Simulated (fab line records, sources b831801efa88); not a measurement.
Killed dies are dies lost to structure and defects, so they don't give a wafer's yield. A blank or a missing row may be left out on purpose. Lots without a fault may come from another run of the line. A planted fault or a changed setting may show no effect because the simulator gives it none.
Tool commonality check | flow gf180mcu | 13 lots, 39 wafers sampled

WHY IT WAS OPENED
At GF_CONTACT_THK_MEAS_01 the reading CONTACT_CVD_00_THK is flagged on 2 of 13 lots. Wafers without a fault read 300.7 nm, standard deviation 3.
Rule: a lot is flagged when every wafer of it that has a number lies more than 4 standard deviations from that mean, or none has a number. The other lots count as sound.

lot  | measured     | on            | CONTACT_CVD_00_THK (nm), wafer by wafer | flag
L203 | day 16 11:05 | film_metro-02 | 306.6 301.4 304.2                       |
L204 | day 16 22:42 | film_metro-02 | 300.5 298.7 298.6                       |
L205 | day 16 23:54 | film_metro-01 | 307.6 298.6 302.4                       |
L206 | day 17 04:19 | film_metro-02 | 303.4 302.9 302.9                       |
L208 | day 18 01:35 | film_metro-01 | 300.0 299.1 301.8                       |
L211 | day 18 20:35 | film_metro-01 | 304.5 298.9 302.3                       |
L210 | day 18 21:19 | film_metro-01 | 304.6 304.7 303.8                       |
L212 | day 19 06:54 | film_metro-02 | 302.8 302.8 303.3                       |
L214 | day 19 21:03 | film_metro-04 | 300.9 297.2 301.0                       |
L215 | day 20 05:14 | film_metro-02 | 447.2 445.8 449.3                       | FLAGGED
L216 | day 20 16:58 | film_metro-01 | 453.7 451.0 449.1                       | FLAGGED
L222 | day 22 10:11 | film_metro-01 | 297.9 297.6 297.0                       |
L224 | day 22 16:51 | film_metro-04 | 298.5 300.7 300.0                       |
The numbers of the flagged lots are 449.4 nm on average: +148.7 nm against the usual, or +50 standard deviations.

WHICH TOOL RAN EACH LOT
The record holds 1 process step before the reading, out of a route of 602 steps. In each cell: the tool, then ch and the chambers that the sampled wafers went through, then the start.
lot  | flag    | GF_CONTACT_CVD_00
L203 |         | hdpcvd-02 ch 0,1,2, day 16 11:02
L204 |         | hdpcvd-01 ch 1,2, day 16 22:40
L205 |         | hdpcvd-02 ch 0,1,2, day 16 23:52
L206 |         | hdpcvd-02 ch 0,1,2, day 17 04:16
L208 |         | hdpcvd-02 ch 0,2, day 18 01:32
L211 |         | hdpcvd-02 ch 0,1, day 18 20:33
L210 |         | hdpcvd-02 ch 0,2, day 18 21:15
L212 |         | hdpcvd-02 ch 0,2, day 19 06:51
L214 |         | hdpcvd-02 ch 0,1,2, day 19 21:00
L215 | FLAGGED | hdpcvd-02 ch 0,1,2, day 20 05:11
L216 | FLAGGED | hdpcvd-02 ch 0,1,2, day 20 16:55
L222 |         | hdpcvd-01 ch 0,1,2, day 22 10:07
L224 |         | hdpcvd-01 ch 0,1,2, day 22 16:48
What these steps do:
- GF_CONTACT_CVD_00: deposits SiO2, target thk 300 nm, time 50 s.
- GF_CONTACT_THK_MEAS_01

FLAGGED OVER TOTAL, TOOL BY TOOL (the gauges that took the reading come last)
step                   | tool          | lots run | flagged | share of the flagged lots | sound lots run after its first flagged lot
GF_CONTACT_CVD_00      | hdpcvd-01     | 3        | 0       | none                      | -
GF_CONTACT_CVD_00      | hdpcvd-02     | 10       | 2       | all                       | 0
GF_CONTACT_THK_MEAS_01 | film_metro-01 | 6        | 1       | some                      | 1 (L222)
GF_CONTACT_THK_MEAS_01 | film_metro-02 | 5        | 1       | some                      | 0
GF_CONTACT_THK_MEAS_01 | film_metro-04 | 2        | 0       | none                      | -

WHAT THE TABLE ALLOWS
1 row of the table ran every flagged lot: hdpcvd-02 at GF_CONTACT_CVD_00.
- hdpcvd-02 at GF_CONTACT_CVD_00: 2 of its 10 lots flagged. Its last sound lot is L214 (day 19 21:00), its first flagged lot L215 (day 20 05:11): a fault that began between those two fits. Its own readings lie more than 4 standard deviations out on every wafer of the flagged lots: sih4_flow_sccm.
One tool is left: hdpcvd-02 at GF_CONTACT_CVD_00.

WHAT THE SIMULATOR HAD PUT IN
Process parameter drift: hdpcvd-02, from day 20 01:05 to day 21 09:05, at GF_CONTACT_CVD_00. Setting sih4_flow_sccm, moved by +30, from 60. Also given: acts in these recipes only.
Lots struck among those shown: L215, L216. The rule above found the same.
